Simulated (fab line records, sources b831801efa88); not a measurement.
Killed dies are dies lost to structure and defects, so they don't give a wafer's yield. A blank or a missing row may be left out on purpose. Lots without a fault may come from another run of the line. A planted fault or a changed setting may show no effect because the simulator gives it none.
Chamber matching | flow gf180mcu | GF_STI_ETCH_14 on rie_si-02: 4 sister chambers
The step etches Si in HBr/Cl2/O2, target depth 360 nm, time 102.9 s. 16 wafers are shown with their chamber, then 8 later ones without.

WAFERS WITH THEIR CHAMBER
wafer  | chamber | drypump_motor_current_A (A) | run_length_s (s) | oes_product_au (a.u.)
L588.1 | 0       | 4.8                         | 131.9            | 1.006
L588.3 | 1       | 6.1                         | 130.5            | 1.013
L588.5 | 1       | 6.1                         | 130.3            | 1.006
L599.2 | 1       | 6.2                         | 130.0            | 0.996
L599.3 | 2       | 5.3                         | 131.0            | 0.978
L599.5 | 0       | 4.9                         | 131.3            | 1.000
L600.2 | 2       | 5.3                         | 131.7            | 0.971
L600.4 | 0       | 4.9                         | 131.4            | 0.997
L600.6 | 1       | 6.1                         | 130.3            | 0.993
L601.3 | 3       | 5.3                         | 130.7            | 1.005
L601.5 | 0       | 4.8                         | 131.6            | 0.986
L601.6 | 3       | 5.3                         | 130.5            | 1.013
L602.1 | 3       | 5.3                         | 130.4            | 1.005
L602.3 | 1       | 6.1                         | 130.2            | 0.999
L602.4 | 2       | 5.3                         | 131.4            | 0.976
L606.1 | 2       | 5.3                         | 131.3            | 0.972

SIGNATURES (means of the wafers above)
reading                 | chamber 0 | chamber 1 | chamber 2 | chamber 3 | scatter within a chamber
drypump_motor_current_A | 4.850     | 6.120     | 5.300     | 5.300     | 0.0387
run_length_s            | 131.550   | 130.260   | 131.350   | 130.533   | 0.231
oes_product_au          | 0.99725   | 1.00140   | 0.97425   | 1.00767   | 0.00675
Rule: a wafer's distance from a chamber is the root of the sum, over the readings, of the square of ((its reading less the chamber's mean) divided by the reading's scatter). The wafer belongs to the nearest chamber; if the next one is less than 2 further off, it can't be placed. The scatter: the root of (the sum of the squares of (reading less its chamber's mean) over the shown wafers, divided by (wafers less chambers)).

WAFERS WITHOUT THEIR CHAMBER
wafer  | drypump_motor_current_A (A) | run_length_s (s) | oes_product_au (a.u.)
L606.3 | 5.3                         | 130.3            | 1.006
L606.4 | 4.9                         | 131.7            | 0.999
L607.1 | 5.3                         | 130.5            | 0.999
L607.4 | 4.8                         | 131.5            | 1.001
L607.6 | 5.3                         | 130.9            | 1.010
L608.3 | 6.1                         | 130.2            | 1.000
L608.4 | 5.3                         | 130.8            | 1.001
L608.5 | 5.3                         | 131.1            | 0.982

WHICH CHAMBER EACH WENT THROUGH
wafer  | from the rows above | in truth
L606.3 | 3                   | 3
L606.4 | 0                   | 0
L607.1 | 3                   | 3
L607.4 | 0                   | 0
L607.6 | 3                   | 3
L608.3 | 1                   | 1
L608.4 | 3                   | 3
L608.5 | 2                   | 2
Placed correctly: 8 of 8. Can't be placed from these rows: 0. Placed wrongly: 0.
